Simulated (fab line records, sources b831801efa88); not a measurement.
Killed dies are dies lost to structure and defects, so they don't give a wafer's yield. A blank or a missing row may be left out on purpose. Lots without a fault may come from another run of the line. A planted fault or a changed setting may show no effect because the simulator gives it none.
Which tool did it? | flow sky130 | 12 lots, 34 wafers sampled, at 5 steps of a route of 708

WHAT THE GAUGES READ, wafer by wafer
SKY_VT_ADJUST_PCH_OVL_MEAS_07.
lot  | measured     | on         | VT_ADJUST_PCH_OVL (nm)
L640 | day 10 17:26 | overlay-02 | 3.3 2.8 2.2
L641 | day 11 03:32 | overlay-02 | 1.9 2.7 3.0
L645 | day 12 07:04 | overlay-01 | 1.9 1.4 0.5
L646 | day 12 13:10 | overlay-01 | 1.2 -1.2 0.6
L649 | day 13 15:12 | overlay-01 | 1.9 -1.2 1.8
L650 | day 13 21:14 | overlay-01 | 1.4 -0.3 1.1
L651 | day 14 03:41 | overlay-02 | 1.1 1.2 1.3
L655 | day 15 07:41 | overlay-01 | 0.3 2.9 0.7
L657 | day 15 18:32 | overlay-02 | - 1.8 3.3
L658 | day 16 03:17 | overlay-02 | - 1.2
L660 | day 16 17:17 | overlay-02 | - 2.2
L662 | day 17 07:07 | overlay-01 | 0.5 0.9 0.6

WHICH TOOL RAN EACH LOT (tool, then ch and the chambers of the sampled wafers, then the start)
lot  | SKY_PWDE_STRIP_09                   | SKY_VT_ADJUST_LVTN_STRIP_09          | SKY_VT_ADJUST_NCORE_STRIP_10         | SKY_VT_ADJUST_PCH_DEVELOP_06
L640 | plasma_asher-02 ch 0,1, day 4 03:46 | plasma_asher-02 ch 1, day 7 05:48    | plasma_asher-02 ch 0, day 8 22:25    | litho_track-03 ch 0, day 10 17:00
L641 | plasma_asher-01 ch 0,1, day 4 11:22 | plasma_asher-02 ch 0,1, day 7 13:19  | plasma_asher-01 ch 0,1, day 9 06:29  | litho_track-03 ch 0, day 11 03:00
L645 | plasma_asher-01 ch 0,1, day 5 08:16 | plasma_asher-01 ch 0,1, day 8 14:01  | plasma_asher-02 ch 0,1, day 10 09:43 | litho_track-02 ch 0, day 12 06:00
L646 | plasma_asher-02 ch 1, day 5 12:30   | plasma_asher-01 ch 0,1, day 8 20:22  | plasma_asher-03 ch 0,1, day 10 16:34 | litho_track-02 ch 0, day 12 13:00
L649 | plasma_asher-03 ch 0,1, day 6 06:08 | plasma_asher-01 ch 0,1, day 9 20:10  | plasma_asher-02 ch 0,1, day 11 16:39 | litho_track-03 ch 0, day 13 15:00
L650 | plasma_asher-03 ch 0,1, day 6 14:31 | plasma_asher-01 ch 0,1, day 10 01:58 | plasma_asher-03 ch 1, day 11 22:19   | litho_track-03 ch 0, day 13 21:00
L651 | plasma_asher-02 ch 0,1, day 6 18:22 | plasma_asher-02 ch 0,1, day 10 06:24 | plasma_asher-01 ch 0,1, day 12 03:34 | litho_track-03 ch 0, day 14 03:00
L655 | plasma_asher-02 ch 0,1, day 7 14:55 | plasma_asher-04 ch 0, day 11 04:58   | plasma_asher-01 ch 0, day 13 03:10   | litho_track-03 ch 0, day 15 07:00
L657 | plasma_asher-03 ch 0,1, day 8 00:06 | plasma_asher-01 ch 0,1, day 11 15:31 | plasma_asher-02 ch 0,1, day 13 12:32 | litho_track-03 ch 0, day 15 18:00
L658 | plasma_asher-02 ch 0, day 8 05:39   | plasma_asher-01 ch 0, day 11 21:52   | plasma_asher-03 ch 0,1, day 13 21:17 | litho_track-03 ch 0, day 16 03:00
L660 | plasma_asher-02 ch 0, day 8 16:54   | plasma_asher-04 ch 0,1, day 12 09:52 | plasma_asher-03 ch 0,1, day 14 10:10 | litho_track-03 ch 0, day 16 17:00
L662 | plasma_asher-03 ch 0,1, day 9 04:54 | plasma_asher-04 ch 0,1, day 12 21:51 | plasma_asher-01 ch 0, day 15 00:17   | litho_track-02 ch 0, day 17 06:00
- SKY_PWDE_STRIP_09: strips in O2/N2.
- SKY_VT_ADJUST_LVTN_STRIP_09: strips in O2/N2.
- SKY_VT_ADJUST_NCORE_STRIP_10: strips in O2/N2.
- SKY_VT_ADJUST_PCH_DEVELOP_06: develop time 60 s.

WHAT THE TOOLS THEMSELVES READ (means of the sampled wafers that have a number; where no wafer has one, the mark that the record gives instead)
SKY_PWDE_STRIP_09.
lot  | tool            | chamber_pressure_mTorr (mTorr) | drypump_motor_current_A (A) | o2_flow_sccm (sccm) | oes_product_au (a.u.) | strip_time_to_endpoint_s (s)
L640 | plasma_asher-02 | 1500.2                         | 6.0                         | 3004                | 0.719                 | 37.12
L641 | plasma_asher-01 | 1501.4                         | 5.9                         | 2998                | 0.724                 | 36.92
L645 | plasma_asher-01 | 1499.7                         | 5.8                         | 3004                | 0.720                 | 36.91
L646 | plasma_asher-02 | 1499.6                         | 5.4                         | 3010                | 0.723                 | 36.78
L649 | plasma_asher-03 | 1500.7                         | 5.8                         | 2995                | 0.722                 | 36.93
L650 | plasma_asher-03 | 1500.6                         | 5.8                         | 2996                | 0.722                 | 36.74
L651 | plasma_asher-02 | 1499.9                         | 5.7                         | 3008                | 0.725                 | 36.87
L655 | plasma_asher-02 | 1500.7                         | 5.7                         | 3009                | 0.720                 | 36.96
L657 | plasma_asher-03 | 1499.5                         | 6.2                         | 3005                | 0.725                 | 36.80
L658 | plasma_asher-02 | 1499.4                         | 6.2                         | 3000                | 0.728                 | 36.87
L660 | plasma_asher-02 | 1498.6                         | 6.2                         | 3007                | 0.723                 | 36.77
L662 | plasma_asher-03 | 1499.4                         | 6.2                         | 2993                | 0.723                 | 36.99

SKY_VT_ADJUST_LVTN_STRIP_09.
lot  | tool            | chamber_pressure_mTorr (mTorr) | drypump_motor_current_A (A) | o2_flow_sccm (sccm) | oes_product_au (a.u.) | strip_time_to_endpoint_s (s)
L640 | plasma_asher-02 | 1500.2                         | 5.4                         | 3001                | 0.723                 | 36.92
L641 | plasma_asher-02 | 1499.2                         | 5.7                         | 3003                | 0.721                 | 36.87
L645 | plasma_asher-01 | 1499.1                         | 5.7                         | 3003                | 0.722                 | 36.90
L646 | plasma_asher-01 | 1500.1                         | 5.9                         | 2996                | 0.723                 | 36.85
L649 | plasma_asher-01 | 1499.3                         | 5.7                         | 3009                | 0.723                 | 36.92
L650 | plasma_asher-01 | 1499.7                         | 5.8                         | 2993                | 0.722                 | 36.93
L651 | plasma_asher-02 | 1500.6                         | 5.7                         | 3006                | 0.719                 | 36.97
L655 | plasma_asher-04 | 1499.1                         | 5.3                         | 3000                | 0.720                 | 37.18
L657 | plasma_asher-01 | 1500.4                         | 5.7                         | 3003                | 0.726                 | 37.00
L658 | plasma_asher-01 | 1499.2                         | 5.6                         | 3004                | 0.724                 | 36.80
L660 | plasma_asher-04 | 1500.7                         | 5.5                         | 3009                | 0.722                 | 37.00
L662 | plasma_asher-04 | 1500.3                         | 5.6                         | 3004                | 0.725                 | 36.82

SKY_VT_ADJUST_NCORE_STRIP_10.
lot  | tool            | chamber_pressure_mTorr (mTorr) | drypump_motor_current_A (A) | o2_flow_sccm (sccm) | oes_product_au (a.u.) | strip_time_to_endpoint_s (s)
L640 | plasma_asher-02 | 1500.7                         | 6.3                         | 2997                | 0.712                 | 14.09
L641 | plasma_asher-01 | 1500.4                         | 5.9                         | 3011                | 0.716                 | 14.14
L645 | plasma_asher-02 | 1499.9                         | 5.9                         | 2992                | 0.715                 | 14.20
L646 | plasma_asher-03 | 1500.4                         | 5.8                         | 3001                | 0.713                 | 14.15
L649 | plasma_asher-02 | 1499.6                         | 5.7                         | 3000                | 0.713                 | 14.23
L650 | plasma_asher-03 | 1498.4                         | 6.6                         | 3001                | 0.713                 | 14.25
L651 | plasma_asher-01 | 1500.1                         | 5.9                         | 3013                | 0.718                 | 14.20
L655 | plasma_asher-01 | 1500.3                         | 5.6                         | 3006                | 0.718                 | 14.19
L657 | plasma_asher-02 | 1499.5                         | 6.0                         | 3001                | 0.717                 | 14.20
L658 | plasma_asher-03 | 1501.2                         | 6.0                         | 2995                | 0.714                 | 14.16
L660 | plasma_asher-03 | 1501.0                         | 6.0                         | 2986                | 0.714                 | 14.20
L662 | plasma_asher-01 | 1500.3                         | 5.6                         | 2994                | 0.710                 | 14.22

THE ANSWER, worked out from the rows above alone
Rule: what is usual is taken from the lots themselves. Put in order of their means at a reading, lots are off if they are a third of the lots or fewer, leave a main group of 4 or more, and stand apart from it by a gap of 3 or more times the standard deviation of the main group's means; of several such gaps the widest counts. A main group whose means are all the same, to the digits that the tables above print for the reading, isn't used. A lot without any number at a reading at which 4 lots or more have one is off too. The other lots that the step has rows for count as sound. The gauges are gone through in route order, then the tools' own readings, and for those a lot's mean is taken as printed above. The first step at which some lot is off is used, and at that step the reading that is off furthest; a lot without a number counts as furthest.
No lot is off at any reading shown: from this, nothing can be told.

WHAT THE SIMULATOR HAD PUT IN
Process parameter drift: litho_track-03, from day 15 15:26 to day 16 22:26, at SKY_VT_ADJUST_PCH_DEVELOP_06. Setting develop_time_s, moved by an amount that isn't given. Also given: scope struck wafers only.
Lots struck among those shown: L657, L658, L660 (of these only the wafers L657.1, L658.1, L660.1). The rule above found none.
